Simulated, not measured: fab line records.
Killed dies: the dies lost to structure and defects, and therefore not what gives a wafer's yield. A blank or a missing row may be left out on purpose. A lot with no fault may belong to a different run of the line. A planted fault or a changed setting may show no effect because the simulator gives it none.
fab line records -- flow sky130 -- part 2 of 2: steps 30 to 40 of 40
record: lots: 5, wafers: 15, last_day: 50
route steps=708 shown METAL5@664 PASSIVATION@681 PAD_OPEN@694
lots untouched by any fault: they come from a run of this same line in which no faults occurred
start_h: start of the lot's first displayed wafer, in hours after the record's first day -- wait_h: hours elapsed since this lot's preceding step -- " same as the row above -- L1.1+2: a row that stands for several wafers -- - no value, or no start given -- * or withheld: withheld -- < > ~ a bound
route shown NAME@n: NAME is a module with steps in the file, n the number in the route of the first one -- usual: the fault-free wafers' mean and standard deviation -- same: alike in all rows -- chamber/n: place in a boat -- sites: the reading at each site -- _std_site: standard deviation across them -- _edge_site: outer sites' mean less inner sites' -- radius_mm: for every site, how far away it sits from the centre of the wafer -- mask NAME#n: copy n -- behind: the most recent tool/chamber to have shaped the wafer -- hold: what put the lot on hold/how long, in hours/how the hold closed -- device: the transistor (n, p or np) that didn't switch -- end of line: the same wafers' tests at the end of the route -- a step given without rows: its recipe and nothing more -- killed: dies lost to structure and defects at the first sort, not the wafer's yield -- map: dies across one wafer; x = killed, . = not, _ = none there
set.NAME: the setting as run; set.NAME@STEP: as run at that earlier step -- model.NAME: the simulator's own value behind a step, which no gauge read
a table for each step, a row for each wafer; lots at some steps of the route
services: the hour from which a tool's chamber was out of use, counted from the record's first day as start_h (under 0 if before that day), plus the number of hours and why
== steps ==
step: SKY_PASSIVATION_STRIP_12
recipe: chemistry: O2/N2, power_w: 1400, pressure_mtorr: 1500, platen_temp_c: withheld, overash_fraction: 0.7, o2_flow_sccm: 3000, n2_flow_sccm: 300
usual: chamber_pressure_mTorr: 1499.9/1.4, drypump_motor_current_A: 5.7/0.37, oes_product_au: 0.661/0.0046, strip_time_to_endpoint_s: 31.55/0.13
same: overash_fraction: 0.7
lot.wafer,tool,chamber,start_h,wait_h,chamber_pressure_mTorr,drypump_motor_current_A,oes_product_au,rf_hours_counter_h,strip_time_to_endpoint_s
L080.2,plasma_asher-03,0,1101.66,0.1,1498.6,5.1,0.661,34,31.49
L080.3,plasma_asher-03,0,1101.66,0.1,1499.2,5.1,0.670,-,31.52
L080.4,plasma_asher-03,1,1101.66,0.1,1496.3,6.0,0.650,-,31.58
L089.1,plasma_asher-04,1,1148.17,0.1,1496.7,5.9,0.653,73,31.57
L089.2,plasma_asher-04,0,1148.17,0.1,1499.4,5.6,0.659,73,31.51
L089.4,plasma_asher-04,1,1148.17,0.1,1500.2,5.9,0.655,-,31.53
L090.2,plasma_asher-04,1,1150.01,0.1,1500.9,5.9,0.660,73,31.46
L090.3,plasma_asher-04,1,1150.01,0.1,1499.5,5.9,0.662,-,31.41
L090.6,plasma_asher-04,0,1150.01,0.1,1498.8,5.6,0.659,-,31.42
L092.4,plasma_asher-01,1,1163.45,0.0,1499.8,5.6,0.661,-,31.55
L092.5,plasma_asher-01,1,1163.45,0.0,1501.0,5.6,0.660,-,31.42
L092.6,plasma_asher-01,0,1163.45,0.0,1500.1,6.4,0.656,-,31.39
L094.2,plasma_asher-01,0,1169.76,0.1,1499.2,6.4,0.664,8,31.37
L094.3,plasma_asher-01,0,1169.76,0.1,1501.0,6.4,0.662,-,31.49
L094.5,plasma_asher-01,1,1169.76,0.1,1499.7,5.5,0.652,-,31.60
step: SKY_PAD_OPEN_DEHYDRATE_00
recipe: temp_c: 200, time_s: 60
lot.wafer,tool,chamber,start_h,wait_h
L080.2+3+4,litho_track-02,0,1111.16,9.5
L089.1+2+4,litho_track-02,0,1157.68,9.5
L090.2+3+6,litho_track-04,0,1159.04,9.0
L092.4+5+6,litho_track-02,0,1171.56,8.1
L094.2+3+5,litho_track-02,0,1178.01,8.2
step: SKY_PAD_OPEN_HMDS_01
recipe: prime_time_s: 60, prime_temp_c: 120
lot.wafer,tool,chamber,start_h,wait_h
L080.2+3+4,litho_track-02,0,1111.31,0.1
L089.1+2+4,litho_track-02,0,1157.83,0.1
L090.2+3+6,litho_track-04,0,1159.19,0.1
L092.4+5+6,litho_track-02,0,1171.71,0.1
L094.2+3+5,litho_track-02,0,1178.16,0.1
step: SKY_PAD_OPEN_COAT_02
recipe: spin_rpm: 2000, resist_thk_nm: 3000
lot.wafer,tool,chamber,start_h,wait_h
L080.2+3+4,litho_track-02,0,1111.46,0.1
L089.1+2+4,litho_track-02,0,1157.98,0.1
L090.2+3+6,litho_track-04,0,1159.34,0.1
L092.4+5+6,litho_track-02,0,1171.86,0.1
L094.2+3+5,litho_track-02,0,1178.31,0.1
step: SKY_PAD_OPEN_SOFTBAKE_03
recipe: temp_c: 110, time_s: withheld
lot.wafer,tool,chamber,start_h,wait_h
L080.2+3+4,litho_track-02,0,1111.62,0.1
L089.1+2+4,litho_track-02,0,1158.13,0.1
L090.2+3+6,litho_track-04,0,1159.50,0.1
L092.4+5+6,litho_track-02,0,1172.03,0.1
L094.2+3+5,litho_track-02,0,1178.47,0.1
step: SKY_PAD_OPEN_EXPOSE_04
recipe: mask_id: PDM, target_cd_nm: 60000, na: 0.57, dose_mj: 260
lot.wafer,tool,chamber,start_h,wait_h,mask
L080.2+3+4,iline_stepper-01,0,-,-,PDM#0
L089.1+2+4,iline_stepper-01,0,-,-,PDM#0
L090.2+3+6,iline_stepper-01,0,-,-,PDM#0
L092.4+5+6,iline_stepper-02,0,-,-,PDM#0
L094.2+3+5,iline_stepper-01,0,-,-,PDM#0
step: SKY_PAD_OPEN_PEB_05
recipe: temp_c: 115, time_s: withheld
lot.wafer,tool,chamber,start_h,wait_h
L080.2+3+4,litho_track-02,0,-,-
L089.1+2+4,litho_track-04,0,-,-
L090.2+3+6,litho_track-01,0,-,-
L092.4+5+6,litho_track-02,0,-,-
L094.2+3+5,litho_track-02,0,-,-
step: SKY_PAD_OPEN_DEVELOP_06
recipe: develop_time_s: 60, dev_temp_c: 23
lot.wafer,tool,chamber,start_h,wait_h
L080.2+3+4,litho_track-02,0,-,-
L089.1+2+4,litho_track-04,0,-,-
L090.2+3+6,litho_track-01,0,-,-
L092.4+5+6,litho_track-02,0,-,-
L094.2+3+5,litho_track-02,0,-,-
step: SKY_PAD_OPEN_ETCH_07
recipe: chemistry: CF4/O2, target_depth_nm: 725, stop_on: AlCu, source_w: 800, bias_w: 150, pressure_mtorr: 150, cf4_flow_sccm: 80, O2_flow_sccm: 10, time_s: 161.1
usual: chamber_pressure_mTorr: 150.01/0.15, drypump_motor_current_A: 5.9/0.53, oes_product_au: 0.976/0.0068, throttle_valve_pct: 5.965/0.011
lot.wafer,tool,chamber,start_h,wait_h,chamber_pressure_mTorr,drypump_motor_current_A,oes_product_au,rf_hours_counter_h,throttle_valve_pct
L080.2,rie_diel-04,2,1121.33,-,150.08,5.8,0.975,14,5.966
L080.3,rie_diel-04,1,1121.33,-,150.19,6.6,0.972,16,5.968
L080.4,rie_diel-04,0,1121.33,-,149.85,6.4,0.971,9,5.949
L089.1,rie_diel-03,0,1166.56,-,150.16,5.9,0.983,28,5.975
L089.2,rie_diel-03,3,1166.56,-,149.95,6.1,0.980,12,5.962
L089.4,rie_diel-03,2,1166.56,-,149.76,6.6,0.991,21,5.973
L090.2,rie_diel-02,0,1167.56,-,149.83,5.9,0.968,19,5.950
L090.3,rie_diel-02,3,1167.56,-,149.83,6.0,0.969,21,5.950
L090.6,rie_diel-02,1,1167.56,-,150.21,5.5,0.979,-,5.950
L092.4,rie_diel-04,1,1180.28,-,149.84,6.6,0.974,18,5.953
L092.5,rie_diel-04,3,1180.28,-,150.16,5.3,0.979,-,5.941
L092.6,rie_diel-04,0,1180.28,-,150.18,6.4,0.977,-,5.942
L094.2,rie_diel-04,0,1186.68,-,150.13,6.3,0.970,11,5.974
L094.3,rie_diel-04,3,1186.68,-,150.00,5.2,0.978,17,5.957
L094.5,rie_diel-04,2,1186.68,-,150.28,5.8,0.981,-,5.975
step: SKY_PAD_OPEN_STRIP_08
recipe: chemistry: O2/N2, power_w: 1400, pressure_mtorr: 1500, platen_temp_c: withheld, overash_fraction: 0.7, o2_flow_sccm: 3000, n2_flow_sccm: 300
usual: chamber_pressure_mTorr: 1499.8/1.3, drypump_motor_current_A: 5.62/0.27, oes_product_au: 0.663/0.0042, strip_time_to_endpoint_s: 37.11/0.11
same: overash_fraction: 0.7
lot.wafer,tool,chamber,start_h,wait_h,chamber_pressure_mTorr,drypump_motor_current_A,oes_product_au,rf_hours_counter_h,strip_time_to_endpoint_s
L080.2,plasma_asher-04,0,1121.44,0.1,1498.5,5.63,0.658,70,37.05
L080.3,plasma_asher-04,0,1121.44,0.1,1499.2,5.62,0.664,-,36.98
L080.4,plasma_asher-04,1,1121.44,0.1,1501.0,5.87,0.660,-,37.06
L089.1,plasma_asher-02,0,1166.67,0.1,1498.4,5.57,0.653,102,37.25
L089.2,plasma_asher-02,1,1166.67,0.1,1499.4,5.42,0.663,102,37.06
L089.4,plasma_asher-02,0,1166.67,0.1,1499.0,5.55,0.664,-,37.13
L090.2,plasma_asher-02,1,1167.66,0.1,1498.8,5.49,0.662,102,36.85
L090.3,plasma_asher-02,0,1167.66,0.1,1500.3,5.55,0.660,-,36.89
L090.6,plasma_asher-02,1,1167.66,0.1,1499.0,5.47,0.658,-,36.97
L092.4,plasma_asher-04,1,1180.42,0.1,1499.1,5.88,0.665,-,37.12
L092.5,plasma_asher-04,1,1180.42,0.1,1500.8,5.91,0.664,-,37.05
L092.6,plasma_asher-04,0,1180.42,0.1,1498.6,5.63,0.664,-,37.14
L094.2,plasma_asher-04,0,1186.79,0.1,1501.0,5.61,0.660,77,37.28
L094.3,plasma_asher-04,1,1186.79,0.1,1501.5,5.92,0.661,-,37.10
L094.5,plasma_asher-04,1,1186.79,0.1,1501.2,5.94,0.673,-,37.37
step: SKY_PAD_OPEN_STRIP_09
recipe: chemistry: post_etch_residue_remover, time_s: 1200, temp_c: 72.5
usual: bath_guard_temp_C: 72.4/0.68
lot.wafer,tool,chamber,start_h,wait_h,bath_guard_temp_C
L080.2,wet_bench-04,1,1121.54,0.1,72.9
L080.3,wet_bench-04,1,1121.54,0.1,72.9
L080.4,wet_bench-04,1,1121.54,0.1,72.6
L089.1,wet_bench-04,1,1166.77,0.1,72.8
L089.2,wet_bench-04,1,1166.77,0.1,72.6
L089.4,wet_bench-04,1,1166.77,0.1,72.9
L090.2,wet_bench-01,3,1167.76,0.1,71.5
L090.3,wet_bench-01,3,1167.76,0.1,71.4
L090.6,wet_bench-01,3,1167.76,0.1,71.5
L092.4,wet_bench-01,2,1180.49,0.0,72.2
L092.5,wet_bench-01,2,1180.49,0.0,72.5
L092.6,wet_bench-01,2,1180.49,0.0,72.2
L094.2,wet_bench-01,1,1186.89,0.1,73.8
L094.3,wet_bench-01,1,1186.89,0.1,74.1
L094.5,wet_bench-01,1,1186.89,0.1,73.7
== services ==
tool,chamber,start_h,hours,kind
pvd_sputter-01,-,1043.98,1.0,repair
plasma_asher-01,-,1048.28,14.6,pm
plasma_asher-01,-,1062.88,9.0,pm
rie_diel-01,2,1064.64,51.9,repair
plasma_asher-01,-,1068.35,0.5,repair
wet_bench-02,-,1070.75,14.4,repair
rie_diel-04,-,1082.20,2.8,pm
iline_stepper-02,-,1082.54,1.5,repair
rie_diel-04,1,1087.16,8.8,repair
rie_metal-04,-,1087.69,2.8,pm
rie_metal-02,-,1090.11,1.2,repair
rie_diel-02,2,1102.35,9.2,repair
rie_diel-01,1,1102.75,9.4,repair
plasma_asher-01,-,1105.20,18.5,repair
pecvd-03,-,1119.80,2.8,pm
iline_stepper-01,-,1141.27,1.7,pm
pecvd-03,1,1145.38,6.8,repair
wet_bench-04,-,1160.81,0.9,repair
pecvd-03,0,1162.74,11.0,repair
iline_stepper-02,-,1163.68,1.7,pm
plasma_asher-02,-,1170.22,2.8,pm
iline_stepper-02,-,1173.90,1.2,repair
rie_metal-04,-,1180.86,1.4,pm
pecvd-03,-,1181.13,0.8,repair
